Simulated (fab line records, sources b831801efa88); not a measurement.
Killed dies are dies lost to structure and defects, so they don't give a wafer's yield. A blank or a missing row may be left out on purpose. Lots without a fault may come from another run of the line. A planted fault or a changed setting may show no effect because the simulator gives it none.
Problem report in the 8D (eight disciplines) form, filled by code | flow gf180mcu | the parts of the form that need people (team, actions taken, sign-off) are left out

1. THE PROBLEM
chamber_pressure_mTorr at GF_M2_METAL_ETCH_16 reads a mean of 9.603 mTorr on 6 wafers of 2 lots; wafers without a fault read 8.000 mTorr with a standard deviation of 0.0075. That is +99 or more standard deviations from the usual mean.
The step: etches the open film in Cl2/BCl3, stops on SiO2, target depth 627.5 nm, time 104.6 s.
First seen on wafer L474.1, day 26 02:16, on rie_metal-03. The record holds 36 wafers of 12 lots with a number at this step. Rule for "out", or "out of limits": more than 4 standard deviations from the usual mean. The other wafers with a number count as sound.

2. WHAT IT IS AND WHAT IT IS NOT
question                    | is                     | is not
which readings at this step | chamber_pressure_mTorr | bias_w, drypump_motor_current_A, oes_product_au, throttle_valve_pct
which lots                  | L474, L476             | L456, L457, L458, L459, L460, L461, L466, L467, L468, L472
which wafers of those lots  | all that have a number | -
read on which tools         | rie_metal-03           | rie_metal-01, rie_metal-02
when                        | from day 26 02:16      | up to then (30 sound wafers)

3. SUSPECTS, AND WHAT RULES EACH OUT
Counting: a tool at a process step up to the reading stays a suspect if it ran every lot that is out and no sound lot after the first of them.
- rie_metal-03 at GF_M2_METAL_ETCH_16 (etches the open film in Cl2/BCl3, stops on SiO2, target depth 627.5 nm, time 104.6 s): kept. It ran every lot that is out, first L474 (day 26 02:16), and no sound lot after that; its last sound lot up to then is L472 (day 25 07:49). Its own readings are out on those wafers: chamber_pressure_mTorr.
Left after counting: rie_metal-03 at GF_M2_METAL_ETCH_16.

4. THE CAUSE (what the simulator had put in)
Process parameter drift: rie_metal-03, from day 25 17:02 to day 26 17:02, at GF_M2_METAL_ETCH_16. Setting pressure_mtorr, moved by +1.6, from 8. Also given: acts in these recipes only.
Counting left only this tool.

5. THE CHAIN OF EFFECTS, in route order
Each row: a reading whose mean over the struck wafers that have a number lies more than 3 standard deviations from the usual. Only readings for which the record gives a usual standard deviation are gone through. hours: the time from each lot's start at the first step in this table that gives one to its start at this step, as a median over the lots. sigmas: the change in usual standard deviations.
hours | step                | reading                | usual       | on struck wafers | change | sigmas
0     | GF_M2_METAL_ETCH_16 | chamber_pressure_mTorr | 8.000 mTorr | 9.603            | +1.603 | +99 or more
The process steps in it:
- GF_M2_METAL_ETCH_16: etches the open film in Cl2/BCl3, stops on SiO2, target depth 627.5 nm, time 104.6 s.

6. WHAT WOULD HAVE CAUGHT IT SOONER
In this record the first reading out of limits was taken at day 26 02:16, 9 hours after the fault began at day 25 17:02.
